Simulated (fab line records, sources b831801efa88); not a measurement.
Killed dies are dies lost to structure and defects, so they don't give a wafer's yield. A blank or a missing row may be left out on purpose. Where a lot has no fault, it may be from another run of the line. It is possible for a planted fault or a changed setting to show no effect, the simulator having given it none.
Problem report in the 8D (eight disciplines) form, filled by code / flow gf180mcu / the parts of the form that need people (team, actions taken, sign-off) are left out

## 1. THE ISSUE
V2_W_RS at GF_V2_RS_MEAS_24 reads a mean of 0.307 ohm/sq on 3 wafers of 2 lots; wafers without a fault read 0.327 ohm/sq with a standard deviation of 0.0044. Measured from the usual mean, that is -4.6 standard deviations.
The step: measures by four-point-probe.
First seen on wafer L208.1, day 22 15:29, on film-metro-04. The record holds 36 wafers of 12 lots with a number at this step. By rule, "out" or "out of limits" means more than 4 standard deviations away from the usual mean. The rest of the wafers with a number are treated as sound.

## 2. WHAT THIS IS AND IS NOT
question=which readings at this step | is=V2_W_RS | is not=-
question=which lots | is=L208, L209 | is not=L202, L203, L204, L206, L207, L220, L221, L222, L224, L225
question=which wafers of those lots | is=L208.1, L208.4, L209.4 | is not=L208.2, L209.1, L209.6
question=read on which gauges | is=film-metro-01, film-metro-04 | is not=film-metro-03
question=when | is=from day 22 15:29 | is not=up to then (16 sound wafers); but 17 sound wafers of L209, L220, L221, L222, L224, L225 came after

## 3. THE SUSPECTS, EACH WITH WHAT RULES IT OUT
Counting: a tool at a process step up to the reading stays a suspect if it ran every lot that is out. Sound lots after the first of them don't rule it out here, since some wafers of a struck lot are sound.
- the gauge at GF_V2_RS_MEAS_24 has been ruled out. 2 gauges (film-metro-01, film-metro-04) read the wafers that are out.
- cvd-w-02 at GF_V2_CVD_23 (deposits W, target thk 350 nm, time 104.94 s): kept. It processed each lot that is out (first: L208, day 22 15:23); up to then, its last sound lot is L207 (day 22 04:04). Out on those wafers are its own readings of chamber-pressure-Torr.
- Within cvd-w-02 at GF_V2_CVD_23, the wafers that are out were processed in chamber 1 and their sound lot-mates in chamber 0.
Remaining after the count: cvd-w-02 at GF_V2_CVD_23.

## 4. THE CAUSE (what the simulator had put in)
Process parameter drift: cvd-w-02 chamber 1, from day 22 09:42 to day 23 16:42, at GF_V2_CVD_23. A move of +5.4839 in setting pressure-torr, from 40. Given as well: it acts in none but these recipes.
Only this tool survived the counting.

## 5. THE EFFECT CHAIN, in route order
One row per reading whose mean, taken over the struck wafers that have a number, lies over 3 standard deviations from the usual. Readings are gone through only where the record gives a usual standard deviation; hours: the median, over the lots, of the time from a lot's start at the first step in this table giving one to that lot's start at this step; sigmas: the change measured in usual standard deviations.
hours=0; step=GF_V2_CVD_23; reading=chamber-pressure-Torr; usual=40.00 Torr; on struck wafers=45.49; change=+5.49; sigmas=+58
hours=0; step=GF_V2_RS_MEAS_24; reading=V2_W_RS; usual=0.327 ohm/sq; on struck wafers=0.307; change=-0.020; sigmas=-4.6
hours=0; step=GF_V2_THK_MEAS_25; reading=V2_W_THK; usual=364 nm; on struck wafers=384; change=+20; sigmas=+3.1
It contains these process steps:
- GF_V2_CVD_23: deposits W, target thk 350 nm, time 104.94 s.

## 6. HOW IT WOULD HAVE BEEN CAUGHT EARLIER
In this record the first reading out of limits at a measuring or inspecting step was taken at day 22 15:29, 6 hours after the fault began at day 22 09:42.
The tool's own readings at GF_V2_CVD_23 were out on every struck wafer that the step has a row for (chamber-pressure-Torr): an alarm limit on them would have fired on the first of those.
L209, from the lots that are out (2), started GF_V2_CVD_23 on cvd-w-02 later than day 22 15:29. Putting the tool on hold at that point would have spared it.
